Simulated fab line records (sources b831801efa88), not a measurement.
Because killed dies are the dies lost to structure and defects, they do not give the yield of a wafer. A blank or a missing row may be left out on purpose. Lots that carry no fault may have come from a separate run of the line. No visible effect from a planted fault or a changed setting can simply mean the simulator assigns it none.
fab line records :: flow gf180mcu
record:
  lots: 7
  wafers: 21
  last_day: 34
route steps=602 shown NWELL@137 LVPWELL@138 MVPSD@139 VT_IMPLANT@140 DUAL_GATE@141
lots that met no fault: taken from a fault-free run of the same line
start_h: hours from the record's first day to the start of the lot's first wafer shown :: wait_h: hours elapsed since this lot's preceding step :: " unchanged from the row above :: L1.1+2: a single row standing in for several wafers :: - value missing, or start not given :: * or withheld: withheld :: < > ~ a bound
route shown NAME@n: a module of which the file shows steps, and the number in the route of the first :: usual: the fault-free wafers' mean and standard deviation :: same: alike in all rows :: chamber/n: place in a boat :: sites: readings site by site :: _std_site: the values' standard deviation :: _edge_site: the outer-site mean with the inner-site mean subtracted :: radius_mm: for every site, how far away it sits from the centre of the wafer :: mask NAME#n: copy n :: behind: the most recent tool/chamber to have shaped the wafer :: hold: reason for holding the lot/hours on hold/outcome of the hold :: device: which transistor (n, p or np) failed to switch :: end of line: the same wafers' tests at the end of the route :: a step without rows: its recipe alone :: killed: dies lost to structure and defects at the first sort, not the wafer's yield :: map: per-die view of a wafer (x killed, . not killed, _ where there is no die)
set.NAME: the setting as run; set.NAME@STEP: as run at that earlier step :: model.NAME: the simulator's own value behind a step, which no gauge read
lots at selected steps of the route; one table per step, one row per wafer
services: from which hour (start_h, from the record's first day; less than 0 if before it) a tool's chamber was out of use, for how many hours, and why
== steps ==
step: GF_VT_IMPLANT_RS_MEAS_47
recipe:
  thk_meas_gauge: four-point-probe
usual:
  NWELL_RS: 487.7/1.3
lot.wafer: L918.2
tool: film_metro-01
chamber: -
start_h: 200.30
wait_h: 0.1
NWELL_RS[ohm/sq]: 488.0

lot.wafer: L918.4
tool: film_metro-01
chamber: -
start_h: 200.30
wait_h: 0.1
NWELL_RS[ohm/sq]: 487.6

lot.wafer: L918.6
tool: film_metro-01
chamber: -
start_h: 200.30
wait_h: 0.1
NWELL_RS[ohm/sq]: 488.3

lot.wafer: L920.2
tool: film_metro-01
chamber: -
start_h: 213.81
wait_h: 0.1
NWELL_RS[ohm/sq]: 490.7

lot.wafer: L920.3
tool: film_metro-01
chamber: -
start_h: 213.81
wait_h: 0.1
NWELL_RS[ohm/sq]: 490.2

lot.wafer: L920.6
tool: film_metro-01
chamber: -
start_h: 213.81
wait_h: 0.1
NWELL_RS[ohm/sq]: 488.6

lot.wafer: L921.3
tool: film_metro-02
chamber: -
start_h: 219.04
wait_h: 0.1
NWELL_RS[ohm/sq]: 486.7

lot.wafer: L921.4
tool: film_metro-02
chamber: -
start_h: 219.04
wait_h: 0.1
NWELL_RS[ohm/sq]: 487.8

lot.wafer: L921.6
tool: film_metro-02
chamber: -
start_h: 219.04
wait_h: 0.1
NWELL_RS[ohm/sq]: 487.4

lot.wafer: L922.1
tool: film_metro-02
chamber: -
start_h: 226.75
wait_h: 0.1
NWELL_RS[ohm/sq]: 487.0

lot.wafer: L922.3
tool: film_metro-02
chamber: -
start_h: 226.75
wait_h: 0.1
NWELL_RS[ohm/sq]: 486.2

lot.wafer: L922.4
tool: film_metro-02
chamber: -
start_h: 226.75
wait_h: 0.1
NWELL_RS[ohm/sq]: 486.5

lot.wafer: L928.1
tool: film_metro-01
chamber: -
start_h: 264.10
wait_h: 0.1
NWELL_RS[ohm/sq]: 486.6

lot.wafer: L928.3
tool: film_metro-01
chamber: -
start_h: 264.10
wait_h: 0.1
NWELL_RS[ohm/sq]: 487.5

lot.wafer: L928.5
tool: film_metro-01
chamber: -
start_h: 264.10
wait_h: 0.1
NWELL_RS[ohm/sq]: 488.4

lot.wafer: L932.2
tool: film_metro-02
chamber: -
start_h: 292.46
wait_h: 0.1
NWELL_RS[ohm/sq]: 486.3

lot.wafer: L932.5
tool: film_metro-02
chamber: -
start_h: 292.46
wait_h: 0.1
NWELL_RS[ohm/sq]: 486.8

lot.wafer: L932.6
tool: film_metro-02
chamber: -
start_h: 292.46
wait_h: 0.1
NWELL_RS[ohm/sq]: 487.5

lot.wafer: L933.2
tool: film_metro-01
chamber: -
start_h: 297.14
wait_h: 0.1
NWELL_RS[ohm/sq]: 489.6

lot.wafer: L933.3
tool: film_metro-01
chamber: -
start_h: 297.14
wait_h: 0.1
NWELL_RS[ohm/sq]: 487.9

lot.wafer: L933.4
tool: film_metro-01
chamber: -
start_h: 297.14
wait_h: 0.1
NWELL_RS[ohm/sq]: 488.6
step: GF_VT_IMPLANT_RS_MEAS_48
recipe:
  thk_meas_gauge: four-point-probe
usual:
  LVPWELL_RS: 1197.9/2.9
lot.wafer: L918.2
tool: film_metro-01
chamber: -
start_h: 200.42
wait_h: 0.1
LVPWELL_RS[ohm/sq]: 1201.0

lot.wafer: L918.4
tool: film_metro-01
chamber: -
start_h: 200.42
wait_h: 0.1
LVPWELL_RS[ohm/sq]: 1199.7

lot.wafer: L918.6
tool: film_metro-01
chamber: -
start_h: 200.42
wait_h: 0.1
LVPWELL_RS[ohm/sq]: 1198.4

lot.wafer: L920.2
tool: film_metro-01
chamber: -
start_h: 213.93
wait_h: 0.1
LVPWELL_RS[ohm/sq]: 1193.1

lot.wafer: L920.3
tool: film_metro-01
chamber: -
start_h: 213.93
wait_h: 0.1
LVPWELL_RS[ohm/sq]: 1197.2

lot.wafer: L920.6
tool: film_metro-01
chamber: -
start_h: 213.93
wait_h: 0.1
LVPWELL_RS[ohm/sq]: 1198.7

lot.wafer: L921.3
tool: film_metro-02
chamber: -
start_h: 219.16
wait_h: 0.1
LVPWELL_RS[ohm/sq]: 1196.7

lot.wafer: L921.4
tool: film_metro-02
chamber: -
start_h: 219.16
wait_h: 0.1
LVPWELL_RS[ohm/sq]: 1199.4

lot.wafer: L921.6
tool: film_metro-02
chamber: -
start_h: 219.16
wait_h: 0.1
LVPWELL_RS[ohm/sq]: 1197.2

lot.wafer: L922.1
tool: film_metro-02
chamber: -
start_h: 226.87
wait_h: 0.1
LVPWELL_RS[ohm/sq]: 1197.7

lot.wafer: L922.3
tool: film_metro-02
chamber: -
start_h: 226.87
wait_h: 0.1
LVPWELL_RS[ohm/sq]: 1200.9

lot.wafer: L922.4
tool: film_metro-02
chamber: -
start_h: 226.87
wait_h: 0.1
LVPWELL_RS[ohm/sq]: 1196.6

lot.wafer: L928.1
tool: film_metro-01
chamber: -
start_h: 264.22
wait_h: 0.1
LVPWELL_RS[ohm/sq]: 1196.7

lot.wafer: L928.3
tool: film_metro-01
chamber: -
start_h: 264.22
wait_h: 0.1
LVPWELL_RS[ohm/sq]: 1196.5

lot.wafer: L928.5
tool: film_metro-01
chamber: -
start_h: 264.22
wait_h: 0.1
LVPWELL_RS[ohm/sq]: 1198.1

lot.wafer: L932.2
tool: film_metro-02
chamber: -
start_h: 292.58
wait_h: 0.1
LVPWELL_RS[ohm/sq]: 1192.9

lot.wafer: L932.5
tool: film_metro-02
chamber: -
start_h: 292.58
wait_h: 0.1
LVPWELL_RS[ohm/sq]: 1196.3

lot.wafer: L932.6
tool: film_metro-02
chamber: -
start_h: 292.58
wait_h: 0.1
LVPWELL_RS[ohm/sq]: 1196.1

lot.wafer: L933.2
tool: film_metro-01
chamber: -
start_h: 297.26
wait_h: 0.1
LVPWELL_RS[ohm/sq]: 1201.0

lot.wafer: L933.3
tool: film_metro-01
chamber: -
start_h: 297.26
wait_h: 0.1
LVPWELL_RS[ohm/sq]: 1202.8

lot.wafer: L933.4
tool: film_metro-01
chamber: -
start_h: 297.26
wait_h: 0.1
LVPWELL_RS[ohm/sq]: 1202.3
step: GF_VT_IMPLANT_RS_MEAS_49
recipe:
  thk_meas_gauge: four-point-probe
usual:
  MVPSD_RS: 1168.8/2.5
lot.wafer: L918.2
tool: film_metro-01
chamber: -
start_h: 200.54
wait_h: 0.1
MVPSD_RS[ohm/sq]: 1166.5

lot.wafer: L918.4
tool: film_metro-01
chamber: -
start_h: 200.54
wait_h: 0.1
MVPSD_RS[ohm/sq]: 1167.2

lot.wafer: L918.6
tool: film_metro-01
chamber: -
start_h: 200.54
wait_h: 0.1
MVPSD_RS[ohm/sq]: 1165.3

lot.wafer: L920.2
tool: film_metro-01
chamber: -
start_h: 214.05
wait_h: 0.1
MVPSD_RS[ohm/sq]: 1167.2

lot.wafer: L920.3
tool: film_metro-01
chamber: -
start_h: 214.05
wait_h: 0.1
MVPSD_RS[ohm/sq]: 1168.2

lot.wafer: L920.6
tool: film_metro-01
chamber: -
start_h: 214.05
wait_h: 0.1
MVPSD_RS[ohm/sq]: 1167.7

lot.wafer: L921.3
tool: film_metro-02
chamber: -
start_h: 219.28
wait_h: 0.1
MVPSD_RS[ohm/sq]: 1169.1

lot.wafer: L921.4
tool: film_metro-02
chamber: -
start_h: 219.28
wait_h: 0.1
MVPSD_RS[ohm/sq]: 1170.4

lot.wafer: L921.6
tool: film_metro-02
chamber: -
start_h: 219.28
wait_h: 0.1
MVPSD_RS[ohm/sq]: 1167.1

lot.wafer: L922.1
tool: film_metro-02
chamber: -
start_h: 226.99
wait_h: 0.1
MVPSD_RS[ohm/sq]: 1167.9

lot.wafer: L922.3
tool: film_metro-02
chamber: -
start_h: 226.99
wait_h: 0.1
MVPSD_RS[ohm/sq]: 1167.7

lot.wafer: L922.4
tool: film_metro-02
chamber: -
start_h: 226.99
wait_h: 0.1
MVPSD_RS[ohm/sq]: 1166.1

lot.wafer: L928.1
tool: film_metro-01
chamber: -
start_h: 264.34
wait_h: 0.1
MVPSD_RS[ohm/sq]: 1166.8

lot.wafer: L928.3
tool: film_metro-01
chamber: -
start_h: 264.34
wait_h: 0.1
MVPSD_RS[ohm/sq]: 1167.0

lot.wafer: L928.5
tool: film_metro-01
chamber: -
start_h: 264.34
wait_h: 0.1
MVPSD_RS[ohm/sq]: 1171.0

lot.wafer: L932.2
tool: film_metro-02
chamber: -
start_h: 292.70
wait_h: 0.1
MVPSD_RS[ohm/sq]: 1167.1

lot.wafer: L932.5
tool: film_metro-02
chamber: -
start_h: 292.70
wait_h: 0.1
MVPSD_RS[ohm/sq]: 1167.5

lot.wafer: L932.6
tool: film_metro-02
chamber: -
start_h: 292.70
wait_h: 0.1
MVPSD_RS[ohm/sq]: 1165.7

lot.wafer: L933.2
tool: film_metro-01
chamber: -
start_h: 297.38
wait_h: 0.1
MVPSD_RS[ohm/sq]: 1168.3

lot.wafer: L933.3
tool: film_metro-01
chamber: -
start_h: 297.38
wait_h: 0.1
MVPSD_RS[ohm/sq]: 1166.8

lot.wafer: L933.4
tool: film_metro-01
chamber: -
start_h: 297.38
wait_h: 0.1
MVPSD_RS[ohm/sq]: 1169.0
step: GF_VT_IMPLANT_WET_ETCH_50
recipe:
  chemistry: dHF
  target_depth_nm: 20
  target: SiO2
  temp_c: 25
  dilution: 100:1
  time_s: 400
step: GF_DUAL_GATE_CLEAN_00
recipe:
  chemistry: SC1/SC2
  mix: 1:4:20
  temp_c: 70
  time_s: 150
step: GF_DUAL_GATE_CLEAN_01
recipe:
  chemistry: dHF
  time_s: 20
  dilution: 100:1
  dry: ipa_marangoni
step: GF_DUAL_GATE_OXIDATION_02
recipe:
  temp_c: 900
  ambient: O2
  stabilise_s: 600
  purge_s: 300
  target_thk_a: 108.87
  ox_time_s: 1602
step: GF_DUAL_GATE_THK_MEAS_03
recipe:
  reads: SiO2_of_DUAL_GATE_OXIDATION_02
usual:
  DUAL_GATE_OXIDATION_00_THK: 11.02/0.24
lot.wafer: L918.2
tool: film_metro-01
chamber: -
start_h: 202.97
wait_h: 0.0
DUAL_GATE_OXIDATION_00_THK[nm]: 11.29

lot.wafer: L918.4
tool: film_metro-01
chamber: -
start_h: 202.97
wait_h: 0.0
DUAL_GATE_OXIDATION_00_THK[nm]: 10.97

lot.wafer: L918.6
tool: film_metro-01
chamber: -
start_h: 202.97
wait_h: 0.0
DUAL_GATE_OXIDATION_00_THK[nm]: 10.98

lot.wafer: L920.2
tool: film_metro-01
chamber: -
start_h: 217.12
wait_h: 0.0
DUAL_GATE_OXIDATION_00_THK[nm]: 10.91

lot.wafer: L920.3
tool: film_metro-01
chamber: -
start_h: 217.12
wait_h: 0.0
DUAL_GATE_OXIDATION_00_THK[nm]: 10.88

lot.wafer: L920.6
tool: film_metro-01
chamber: -
start_h: 217.12
wait_h: 0.0
DUAL_GATE_OXIDATION_00_THK[nm]: 11.03

lot.wafer: L921.3
tool: film_metro-03
chamber: -
start_h: 221.01
wait_h: 0.0
DUAL_GATE_OXIDATION_00_THK[nm]: 11.43

lot.wafer: L921.4
tool: film_metro-03
chamber: -
start_h: 221.01
wait_h: 0.0
DUAL_GATE_OXIDATION_00_THK[nm]: 11.34

lot.wafer: L921.6
tool: film_metro-03
chamber: -
start_h: 221.01
wait_h: 0.0
DUAL_GATE_OXIDATION_00_THK[nm]: 11.35

lot.wafer: L922.1
tool: film_metro-01
chamber: -
start_h: 230.12
wait_h: 0.0
DUAL_GATE_OXIDATION_00_THK[nm]: 11.12

lot.wafer: L922.3
tool: film_metro-01
chamber: -
start_h: 230.12
wait_h: 0.0
DUAL_GATE_OXIDATION_00_THK[nm]: 11.03

lot.wafer: L922.4
tool: film_metro-01
chamber: -
start_h: 230.12
wait_h: 0.0
DUAL_GATE_OXIDATION_00_THK[nm]: 10.83

lot.wafer: L928.1
tool: film_metro-02
chamber: -
start_h: 266.09
wait_h: 0.0
DUAL_GATE_OXIDATION_00_THK[nm]: 11.13

lot.wafer: L928.3
tool: film_metro-02
chamber: -
start_h: 266.09
wait_h: 0.0
DUAL_GATE_OXIDATION_00_THK[nm]: 11.14

lot.wafer: L928.5
tool: film_metro-02
chamber: -
start_h: 266.09
wait_h: 0.0
DUAL_GATE_OXIDATION_00_THK[nm]: 11.01

lot.wafer: L932.2
tool: film_metro-02
chamber: -
start_h: 296.42
wait_h: 0.0
DUAL_GATE_OXIDATION_00_THK[nm]: 10.87

lot.wafer: L932.5
tool: film_metro-02
chamber: -
start_h: 296.42
wait_h: 0.0
DUAL_GATE_OXIDATION_00_THK[nm]: 10.83

lot.wafer: L932.6
tool: film_metro-02
chamber: -
start_h: 296.42
wait_h: 0.0
DUAL_GATE_OXIDATION_00_THK[nm]: 10.88

lot.wafer: L933.2
tool: film_metro-03
chamber: -
start_h: 303.19
wait_h: 0.0
DUAL_GATE_OXIDATION_00_THK[nm]: 11.02

lot.wafer: L933.3
tool: film_metro-03
chamber: -
start_h: 303.19
wait_h: 0.0
DUAL_GATE_OXIDATION_00_THK[nm]: 11.14

lot.wafer: L933.4
tool: film_metro-03
chamber: -
start_h: 303.19
wait_h: 0.0
DUAL_GATE_OXIDATION_00_THK[nm]: 11.18
step: GF_DUAL_GATE_DEHYDRATE_04
recipe:
  temp_c: 200
  time_s: 60
step: GF_DUAL_GATE_HMDS_05
recipe:
  prime_time_s: 60
  prime_temp_c: 120
step: GF_DUAL_GATE_COAT_06
recipe:
  resist: NOVOLAK
  spin_rpm: 3000
  resist_thk_nm: 1000
step: GF_DUAL_GATE_SOFTBAKE_07
recipe:
  temp_c: 90
  time_s: 60
  resist: NOVOLAK
step: GF_DUAL_GATE_EXPOSE_08
recipe:
  mask_id: Dualgate
  target_cd_nm: 700
  na: 0.6
  source_shape: conventional
  sigma_outer: 0.6
  dose_mj: 140
usual:
  exposure_dose_mJ_cm2: 139.99/0.14
  focus_offset_nm: -0.1/0.55
lot.wafer: L918.2
tool: iline_stepper-02
chamber: 0
start_h: 211.72
wait_h: -
mask: Dualgate#0
exposure_dose_mJ_cm2: 139.92
focus_offset_nm: -0.3

lot.wafer: L918.4
tool: iline_stepper-02
chamber: 0
start_h: 211.72
wait_h: -
mask: Dualgate#0
exposure_dose_mJ_cm2: 139.94
focus_offset_nm: 0.1

lot.wafer: L918.6
tool: iline_stepper-02
chamber: 0
start_h: 211.72
wait_h: -
mask: Dualgate#0
exposure_dose_mJ_cm2: 139.76
focus_offset_nm: -0.6

lot.wafer: L920.2
tool: iline_stepper-01
chamber: -
start_h: 226.17
wait_h: -
mask: Dualgate#0
exposure_dose_mJ_cm2: -
focus_offset_nm: -

lot.wafer: L920.3
tool: iline_stepper-01
chamber: -
start_h: 226.17
wait_h: -
mask: Dualgate#0
exposure_dose_mJ_cm2: -
focus_offset_nm: -

lot.wafer: L920.6
tool: iline_stepper-01
chamber: -
start_h: 226.17
wait_h: -
mask: Dualgate#0
exposure_dose_mJ_cm2: -
focus_offset_nm: -

lot.wafer: L921.3
tool: iline_stepper-01
chamber: -
start_h: 229.66
wait_h: -
mask: Dualgate#0
exposure_dose_mJ_cm2: -
focus_offset_nm: -

lot.wafer: L921.4
tool: iline_stepper-01
chamber: -
start_h: 229.66
wait_h: -
mask: Dualgate#0
exposure_dose_mJ_cm2: -
focus_offset_nm: -

lot.wafer: L921.6
tool: iline_stepper-01
chamber: -
start_h: 229.66
wait_h: -
mask: Dualgate#0
exposure_dose_mJ_cm2: -
focus_offset_nm: -

lot.wafer: L922.1
tool: iline_stepper-01
chamber: -
start_h: 239.25
wait_h: -
mask: Dualgate#0
exposure_dose_mJ_cm2: -
focus_offset_nm: -

lot.wafer: L922.3
tool: iline_stepper-01
chamber: -
start_h: 239.25
wait_h: -
mask: Dualgate#0
exposure_dose_mJ_cm2: -
focus_offset_nm: -

lot.wafer: L922.4
tool: iline_stepper-01
chamber: -
start_h: 239.25
wait_h: -
mask: Dualgate#0
exposure_dose_mJ_cm2: -
focus_offset_nm: -

lot.wafer: L928.1
tool: iline_stepper-01
chamber: 0
start_h: 275.15
wait_h: -
mask: Dualgate#0
exposure_dose_mJ_cm2: 140.05
focus_offset_nm: -0.4

lot.wafer: L928.3
tool: iline_stepper-01
chamber: 0
start_h: 275.15
wait_h: -
mask: Dualgate#0
exposure_dose_mJ_cm2: 140.11
focus_offset_nm: 0.4

lot.wafer: L928.5
tool: iline_stepper-01
chamber: 0
start_h: 275.15
wait_h: -
mask: Dualgate#0
exposure_dose_mJ_cm2: 139.93
focus_offset_nm: -0.1

lot.wafer: L932.2
tool: iline_stepper-01
chamber: 0
start_h: 306.57
wait_h: -
mask: Dualgate#0
exposure_dose_mJ_cm2: 140.00
focus_offset_nm: -0.1

lot.wafer: L932.5
tool: iline_stepper-01
chamber: 0
start_h: 306.57
wait_h: -
mask: Dualgate#0
exposure_dose_mJ_cm2: 139.97
focus_offset_nm: -0.3

lot.wafer: L932.6
tool: iline_stepper-01
chamber: 0
start_h: 306.57
wait_h: -
mask: Dualgate#0
exposure_dose_mJ_cm2: 140.09
focus_offset_nm: 0.3

lot.wafer: L933.2
tool: iline_stepper-02
chamber: 0
start_h: 313.52
wait_h: -
mask: Dualgate#0
exposure_dose_mJ_cm2: 139.93
focus_offset_nm: 0.6

lot.wafer: L933.3
tool: iline_stepper-02
chamber: 0
start_h: 313.52
wait_h: -
mask: Dualgate#0
exposure_dose_mJ_cm2: 139.96
focus_offset_nm: -0.5

lot.wafer: L933.4
tool: iline_stepper-02
chamber: 0
start_h: 313.52
wait_h: -
mask: Dualgate#0
exposure_dose_mJ_cm2: 139.94
focus_offset_nm: -0.3
step: GF_DUAL_GATE_PEB_09
recipe:
  temp_c: withheld
  time_s: *
  resist: NOVOLAK
== services ==
tool: iline_stepper-02
chamber: -
start_h: 191.25
hours: 1.7
kind: pm

tool: iline_stepper-01
chamber: 0
start_h: 251.70
hours: -
kind: calibration

tool: iline_stepper-02
chamber: 0
start_h: 266.36
hours: -
kind: calibration
== key ==
first_sign:
  step: GF_DUAL_GATE_EXPOSE_08
  reading: tool_record
  direction: missing
effect none on later readings
met_at GF_DUAL_GATE_EXPOSE_08
struck_wafers L920.2,L920.3,L920.6,L921.3,L921.4,L921.6,L922.1,L922.3,L922.4
later_rows_left_out L920.2,L920.3,L920.6,L921.3,L921.4,L921.6,L922.1,L922.3,L922.4
sort_left_out L920.2,L920.3,L920.6,L921.3,L921.4,L921.6,L922.1,L922.3,L922.4
tester_left_out L920,L921,L922
fault:
  kind: skipped_step_whole
  tool: iline_stepper-01
  chamber: -
  onset_h: 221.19
  steps: GF_DUAL_GATE_EXPOSE_08
  scope: struck_lots_only
tester_left_out: of these lots the tester's yield and bins aren't shown, on N5 and GAA mostly nor the transistor test; their killed dies are dies lost to structure and defects alone, not to doping, threshold or leakage, so they don't give the yield
sort_left_out: the simulated sort isn't trusted on such a fault, so these wafers' sort isn't shown, and their yield isn't known
later_rows_left_out: the simulator's readings of these wafers behind a module that went badly wrong aren't trusted and aren't shown, but for the sort
